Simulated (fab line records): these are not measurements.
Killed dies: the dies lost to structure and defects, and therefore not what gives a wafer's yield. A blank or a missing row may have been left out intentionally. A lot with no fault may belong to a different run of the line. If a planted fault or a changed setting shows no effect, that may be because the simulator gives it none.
Chamber matching    flow gf180mcu    GF_POLY_GATE_ETCH_13 on rieSi-02 has 4 sister chambers
The step etches poly-Si in HBr/Cl2, stops on SiO2, target depth 198.5 nm, time 69.6 s. 8 wafers are shown with their chamber, then 9 later ones without.

EACH WAFER AND ITS CHAMBER
wafer   chamber  drypumpMotorCurrentA (A)  oesProductAu (a.u.)
L105.3  2        5.62                      0.985
L106.5  1        5.99                      0.997
L107.1  2        5.60                      0.979
L109.2  0        5.93                      0.983
L109.5  0        5.94                      0.983
L114.2  3        5.55                      1.002
L114.4  1        5.97                      0.997
L114.6  3        5.61                      0.994

WAFERS WITHOUT THEIR CHAMBER
wafer   drypumpMotorCurrentA (A)  oesProductAu (a.u.)
L115.2  5.50                      0.997
L115.3  5.65                      0.982
L115.5  5.56                      0.993
L120.1  5.63                      0.987
L120.3  5.96                      0.993
L120.6  5.62                      0.991
L127.1  5.62                      0.977
L127.5  6.00                      0.974
L127.6  5.55                      0.993

WHICH CHAMBER EACH ONE RAN IN
wafer   from the rows above      in truth
L115.2  3                        3
L115.3  2                        2
L115.5  3                        3
L120.1  2                        2
L120.3  can't be placed: 1 or 0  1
L120.6  can't be placed: 2 or 3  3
L127.1  2                        2
L127.5  0                        0
L127.6  3                        3
Correct placement for 7 of the 9. Can't be placed from these rows: 2 (the true chamber is among the candidates in 2). Number placed wrongly: 0.
How it was worked out, from the rows above alone: a wafer's distance from a chamber is the root of the sum, over the readings, of the square of ((its reading less the chamber's mean) divided by the reading's scatter). If the next closest chamber is less than 2 further off than the closest, the wafer can't be placed; otherwise it belongs to the closest. Each chamber's mean is taken over the wafers shown for it. The scatter: the root of (the sum of the squares of (reading less its chamber's mean) over the shown wafers, divided by (wafers less chambers)).
